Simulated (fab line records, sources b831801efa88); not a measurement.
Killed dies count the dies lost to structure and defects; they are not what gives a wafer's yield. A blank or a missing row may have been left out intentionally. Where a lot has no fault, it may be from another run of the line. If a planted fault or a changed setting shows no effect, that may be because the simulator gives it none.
The tool behind it: which one? -- flow sky130 -- 72 wafers from 24 lots sampled at 6 of the route's 708 steps

== WHAT THE GAUGES SHOWED, per wafer ==
SKY_SD_N_RS_MEAS_18: the measuring method here is four-point-probe. Usual: for RES_XHIGH_RS the level is 333.5 ohm/sq and the standard deviation is 1.5.
lot,measured,on,RES_XHIGH_RS (ohm/sq),flag
L074,day 27 19:10,film_metro-01,335.4 335.7 334.3,
L075,day 28 15:22,film_metro-03,333.5 334.1 332.1,
L076,day 29 03:07,film_metro-01,333.1 334.5 333.3,
L077,day 29 09:01,film_metro-03,333.7 333.0 333.6,
L078,day 29 13:43,film_metro-01,333.4 334.2 333.6,
L079,day 29 22:10,film_metro-01,334.6 333.7 334.7,
L080,day 30 04:48,film_metro-01,335.0 334.4 334.8,
L081,day 30 15:30,film_metro-03,332.4 332.3 332.4,
L082,day 31 05:01,film_metro-03,334.3 334.1 332.5,
L083,day 31 10:47,film_metro-04,335.5 333.9 334.5,
L085,day 31 20:34,film_metro-04,332.8 333.0 332.1,
L084,day 31 21:24,film_metro-04,331.8 332.5 332.0,
L086,day 32 06:13,film_metro-04,330.5 329.0 329.6,
L087,day 32 12:28,film_metro-03,332.8 334.3 333.0,
L088,day 33 01:50,film_metro-03,335.3 335.6 336.3,
L089,day 33 15:37,film_metro-01,333.3 334.0 333.9,
L091,day 33 19:15,film_metro-03,333.8 334.4 333.5,
L090,day 33 22:58,film_metro-03,333.7 332.1 333.6,
L092,day 34 03:20,film_metro-01,335.4 336.7 337.1,
L093,day 34 13:34,film_metro-01,333.2 332.9 333.1,
L095,day 34 14:04,film_metro-03,333.2 332.7 332.3,
L094,day 34 16:46,film_metro-04,330.9 331.5 331.3,
L096,day 34 20:09,film_metro-03,332.3 334.0 332.6,
L097,day 35 12:50,film_metro-01,334.4 336.0 334.6,

SKY_VIA1_RS_MEAS_22: the measuring method here is four-point-probe. Usual: for VIA1_W_RS the level is 0.424 ohm/sq and the standard deviation is 0.012.
lot,measured,on,VIA1_W_RS (ohm/sq),flag
L074,day 33 20:46,film_metro-04,0.426 0.427 0.427,
L075,day 34 16:40,film_metro-01,0.432 0.430 0.428,
L076,day 35 03:16,film_metro-01,0.427 0.431 0.434,
L077,day 35 08:04,film_metro-04,0.424 0.405 0.427,
L078,day 35 12:25,film_metro-04,0.399 0.398 0.402,
L079,day 35 20:29,film_metro-01,0.411 0.409 0.410,
L080,day 36 01:58,film_metro-01,0.411 0.435 0.408,
L081,day 36 13:46,film_metro-01,0.407 0.429 0.402,
L082,day 37 00:43,film_metro-04,0.432 0.429 0.431,
L083,day 37 07:07,film_metro-04,0.412 0.438 0.414,
L085,day 37 13:42,film_metro-04,0.435 0.431 0.432,
L084,day 37 16:29,film_metro-04,0.429 0.429 0.433,
L086,day 38 01:28,film_metro-03,0.430 0.428 0.432,
L087,day 38 06:54,film_metro-04,0.410 0.431 0.431,
L088,day 38 18:01,film_metro-01,0.425 0.425 0.424,
L089,day 39 07:31,film_metro-01,0.413 0.433 0.416,
L091,day 39 10:03,film_metro-03,0.429 0.406 0.412,
L090,day 39 15:32,film_metro-01,0.435 0.435 0.440,
L092,day 39 17:17,film_metro-03,0.408 0.412 0.430,
L093,day 40 04:52,film_metro-01,0.413 0.437 0.409,
L095,day 40 06:11,film_metro-01,0.433 0.436 0.433,
L094,day 40 06:36,film_metro-01,0.432 0.443 0.434,
L096,day 40 10:04,film_metro-01,0.430 0.412 0.428,
L097,day 41 03:10,film_metro-01,0.403 0.410 0.429,

SKY_VIA3_OVL_MEAS_13. Usual: for VIA3_OVL the level is -1 nm and the standard deviation is 6.
lot,measured,on,VIA3_OVL (nm),flag
L074,day 39 11:49,overlay-01,3 5 -2,
L075,day 40 05:57,overlay-02,-9 6 -4,
L076,day 40 15:53,overlay-02,-12 -12 -17,
L077,day 40 19:57,overlay-02,1 -8 -1,
L078,day 41 00:23,overlay-02,-8 -3 2,
L079,day 41 08:12,overlay-01,7 16 6,
L080,day 41 12:05,overlay-01,0 -2 -2,
L081,day 41 23:38,overlay-02,10 6 6,
L082,day 42 11:07,overlay-02,5 -1 1,
L083,day 42 16:35,overlay-01,-6 -6 -4,
L085,day 42 22:35,overlay-02,0 -3 3,
L084,day 42 23:34,overlay-01,-4 -6 -1,
L086,day 43 09:05,overlay-01,-11 4 -7,
L087,day 43 13:12,overlay-01,5 -2 6,
L088,day 43 23:26,overlay-02,-12 -7 -4,
L089,day 44 10:46,overlay-02,5 -7 -1,
L091,day 44 14:19,overlay-01,4 1 3,
L090,day 44 19:21,overlay-01,-3 -2 2,
L092,day 44 20:11,overlay-02,5 8 7,
L093,day 45 06:14,overlay-02,0 9 0,
L095,day 45 07:28,overlay-02,4 2 2,
L094,day 45 08:30,overlay-01,-3 2 -6,
L096,day 45 10:22,overlay-01,-9 -10 -10,
L097,day 46 03:13,overlay-01,6 10 6,

== WHAT TOOL EACH LOT RAN ON (gives the tool, then ch and the chambers of the sampled wafers, and finally the start) ==
lot,SKY_CONTACT_ETCH_18,SKY_METAL3_SPUTTER_01,SKY_METAL3_SPUTTER_03
L074,"rie_diel-04 ch 0,2,3, day 33 20:46 or earlier","pvd_sputter-04, day 36 04:58","pvd_sputter-04, day 36 05:02"
L075,"rie_diel-02 ch 0,1,3, day 34 16:40 or earlier","pvd_sputter-04, day 36 23:56","pvd_sputter-04, day 36 23:59"
L076,"rie_diel-04 ch 0,1,3, day 35 03:16 or earlier","pvd_sputter-04, day 37 11:58","pvd_sputter-04, day 37 12:02"
L077,"rie_diel-01 ch 2,3, day 35 08:04 or earlier","pvd_sputter-01, day 37 15:08","pvd_sputter-01, day 37 15:11"
L078,"rie_diel-02 ch 1,2,3, day 35 12:25 or earlier","pvd_sputter-01, day 37 19:37","pvd_sputter-01, day 37 19:40"
L079,"rie_diel-01 ch 0,1,2, day 35 20:29 or earlier","pvd_sputter-01, day 38 03:31","pvd_sputter-01, day 38 03:35"
L080,"rie_diel-01 ch 1,2, day 36 01:58 or earlier","pvd_sputter-04, day 38 08:13","pvd_sputter-04, day 38 08:17"
L081,"rie_diel-01 ch 0,2,3, day 36 13:46 or earlier","pvd_sputter-04, day 38 21:10","pvd_sputter-04, day 38 21:13"
L082,"rie_diel-01 ch 0,3, day 37 00:43 or earlier","pvd_sputter-04, day 39 07:47","pvd_sputter-04, day 39 07:52"
L083,"rie_diel-04 ch 1,2,3, day 37 07:07 or earlier","pvd_sputter-01, day 39 13:43","pvd_sputter-01, day 39 13:47"
L085,"rie_diel-04 ch 0,1, day 37 13:42 or earlier","pvd_sputter-01, day 39 20:09","pvd_sputter-01, day 39 20:13"
L084,"rie_diel-04 ch 0,2,3, day 37 16:29 or earlier","pvd_sputter-03, day 39 21:44","pvd_sputter-03, day 39 21:49"
L086,"rie_diel-02 ch 1,2, day 38 01:28 or earlier","pvd_sputter-01, day 40 07:03","pvd_sputter-01, day 40 07:07"
L087,"rie_diel-02 ch 0,1,2, day 38 06:54 or earlier","pvd_sputter-04, day 40 12:04","pvd_sputter-04, day 40 12:08"
L088,"rie_diel-04 ch 0,3, day 38 18:01 or earlier","pvd_sputter-01, day 40 22:20","pvd_sputter-01, day 40 22:24"
L089,"rie_diel-02 ch 1,2,3, day 39 07:31 or earlier","pvd_sputter-01, day 41 11:29","pvd_sputter-01, day 41 11:33"
L091,"rie_diel-01 ch 0,3, day 39 10:03 or earlier","pvd_sputter-04, day 41 13:55","pvd_sputter-04, day 41 13:58"
L090,"rie_diel-01 ch 1,2,3, day 39 15:32 or earlier","pvd_sputter-01, day 41 19:58","pvd_sputter-01, day 41 20:01"
L092,"rie_diel-04 ch 0,2,3, day 39 17:17 or earlier","pvd_sputter-04, day 41 20:35","pvd_sputter-04, day 41 20:39"
L093,"rie_diel-04 ch 0,2,3, day 40 04:52 or earlier","pvd_sputter-01, day 42 07:54","pvd_sputter-01, day 42 07:58"
L095,"rie_diel-01 ch 0,2,3, day 40 06:11 or earlier","pvd_sputter-03, day 42 09:06","pvd_sputter-03, day 42 09:10"
L094,"rie_diel-02 ch 1,2, day 40 06:36 or earlier","pvd_sputter-03, day 42 10:08","pvd_sputter-03, day 42 10:11"
L096,"rie_diel-01 ch 0,1,2, day 40 10:04 or earlier","pvd_sputter-01, day 42 13:07","pvd_sputter-01, day 42 13:11"
L097,"rie_diel-04 ch 1,2,3, day 41 03:10 or earlier","pvd_sputter-04, day 43 05:50","pvd_sputter-04, day 43 05:54"
- SKY_CONTACT_ETCH_18: etches Si3N4 in CHF3/O2, stops on TiN, time 39 s, target depth 75 nm.
- SKY_METAL3_SPUTTER_01: material TiN, target thk 20 nm, time 16.7 s.
- SKY_METAL3_SPUTTER_03: material Ti, target thk 5 nm, time 3.3 s.

== AS READ BY THE TOOLS THEMSELVES (means over the sampled wafers that have a number; for cases with no such wafer, the mark the record gives instead) ==
SKY_CONTACT_ETCH_18. Usual: drypump_motor_current_A 5.7 A, standard deviation 0.46; oes_product_au 0.853 a.u., standard deviation 0.0085; rf_fwd_power_W 593.5 W, standard deviation 2.5; throttle_valve_pct 8.792 %, standard deviation 0.0094.
lot,tool,drypump_motor_current_A (A),oes_product_au (a.u.),rf_fwd_power_W (W),throttle_valve_pct (%),flag
L074,rie_diel-04,5.6,0.854,595.4,8.789,
L075,rie_diel-02,5.9,0.855,593.3,8.796,
L076,rie_diel-04,5.5,0.850,592.6,8.793,
L077,rie_diel-01,5.9,0.856,594.2,8.794,
L078,rie_diel-02,5.4,0.855,593.5,8.795,
L079,rie_diel-01,5.8,0.848,594.6,8.784,
L080,rie_diel-01,5.7,0.852,592.5,8.795,
L081,rie_diel-01,6.0,0.856,592.3,8.784,
L082,rie_diel-01,6.1,0.848,593.6,8.786,
L083,rie_diel-04,5.8,0.865,594.7,8.796,
L085,rie_diel-04,5.2,0.851,595.3,8.794,
L084,rie_diel-04,5.6,0.856,597.1,8.794,
L086,rie_diel-02,5.4,0.852,592.3,8.792,
L087,rie_diel-02,5.9,0.846,592.5,8.787,
L088,rie_diel-04,5.5,0.857,596.0,8.795,
L089,rie_diel-02,5.4,0.862,591.9,8.802,
L091,rie_diel-01,6.0,0.852,592.3,8.791,
L090,rie_diel-01,5.8,0.859,592.6,8.791,
L092,rie_diel-04,5.6,0.858,594.9,8.788,
L093,rie_diel-04,5.6,0.852,595.4,8.792,
L095,rie_diel-01,6.0,0.857,592.7,8.804,
L094,rie_diel-02,5.7,0.863,590.9,8.798,
L096,rie_diel-01,5.9,0.853,595.0,8.798,
L097,rie_diel-04,5.8,0.848,593.6,8.796,

SKY_METAL3_SPUTTER_01. Usual: cathode_dc_power_W 6500.1 W, standard deviation 1.2; throttle_valve_pct 30.2 %, standard deviation 1.3.
lot,tool,cathode_dc_power_W (W),throttle_valve_pct (%),flag
L074,pvd_sputter-04,6499.3,29.8,
L075,pvd_sputter-04,6499.5,29.0,
L076,pvd_sputter-04,6500.7,30.2,
L077,pvd_sputter-01,6499.8,30.6,
L078,pvd_sputter-01,6499.3,30.5,
L079,pvd_sputter-01,6500.6,31.1,
L080,pvd_sputter-04,6500.7,30.4,
L081,pvd_sputter-04,6500.1,30.4,
L082,pvd_sputter-04,6500.9,29.0,
L083,pvd_sputter-01,6499.8,31.2,
L085,pvd_sputter-01,6499.8,30.7,
L084,pvd_sputter-03,6498.9,30.0,
L086,pvd_sputter-01,6499.4,31.2,
L087,pvd_sputter-04,6500.4,30.3,
L088,pvd_sputter-01,6500.0,30.4,
L089,pvd_sputter-01,6500.7,30.4,
L091,pvd_sputter-04,6500.1,30.3,
L090,pvd_sputter-01,6500.4,31.1,
L092,pvd_sputter-04,6499.7,29.0,
L093,pvd_sputter-01,6499.7,30.6,
L095,pvd_sputter-03,6501.5,29.7,
L094,pvd_sputter-03,6500.3,30.3,
L096,pvd_sputter-01,6499.5,30.6,
L097,pvd_sputter-04,6500.0,30.2,

SKY_METAL3_SPUTTER_03. Usual: cathode_dc_power_W 3000.1 W, standard deviation 0.59; throttle_valve_pct 30.2 %, standard deviation 1.2.
lot,tool,cathode_dc_power_W (W),throttle_valve_pct (%),flag
L074,pvd_sputter-04,2999.9,30.1,
L075,pvd_sputter-04,3000.7,29.3,
L076,pvd_sputter-04,2999.6,30.3,
L077,pvd_sputter-01,3000.5,30.5,
L078,pvd_sputter-01,3000.3,30.9,
L079,pvd_sputter-01,3000.1,31.0,
L080,pvd_sputter-04,2999.8,30.5,
L081,pvd_sputter-04,3000.7,30.1,
L082,pvd_sputter-04,3000.3,29.0,
L083,pvd_sputter-01,3000.0,31.2,
L085,pvd_sputter-01,2999.9,30.5,
L084,pvd_sputter-03,2999.9,29.9,
L086,pvd_sputter-01,2999.8,31.0,
L087,pvd_sputter-04,3000.4,30.2,
L088,pvd_sputter-01,3000.3,30.7,
L089,pvd_sputter-01,3000.7,30.3,
L091,pvd_sputter-04,3000.0,30.3,
L090,pvd_sputter-01,2999.4,31.1,
L092,pvd_sputter-04,2999.8,29.1,
L093,pvd_sputter-01,3000.5,30.7,
L095,pvd_sputter-03,3000.4,29.8,
L094,pvd_sputter-03,2999.8,30.4,
L096,pvd_sputter-01,2999.5,30.7,
L097,pvd_sputter-04,2999.8,30.2,

== THE ANSWER, worked out from the rows above alone ==
Rule: a lot is off if the mean of its wafers that have a number lies more than 3 standard deviations from the usual mean. A lot without any number at a reading at which 4 lots or more have one is off too. The other lots that the step has rows for count as sound. Order of review: gauges by route order, followed by the tools' own readings, for which a lot's mean as printed above is used. At the first step where some lot is off, the reading lying furthest off is the one used; lots without a number count as furthest.
None of the lots is off at any reading shown; this tells nothing.

== WHAT THE SIMULATOR PUT IN ==
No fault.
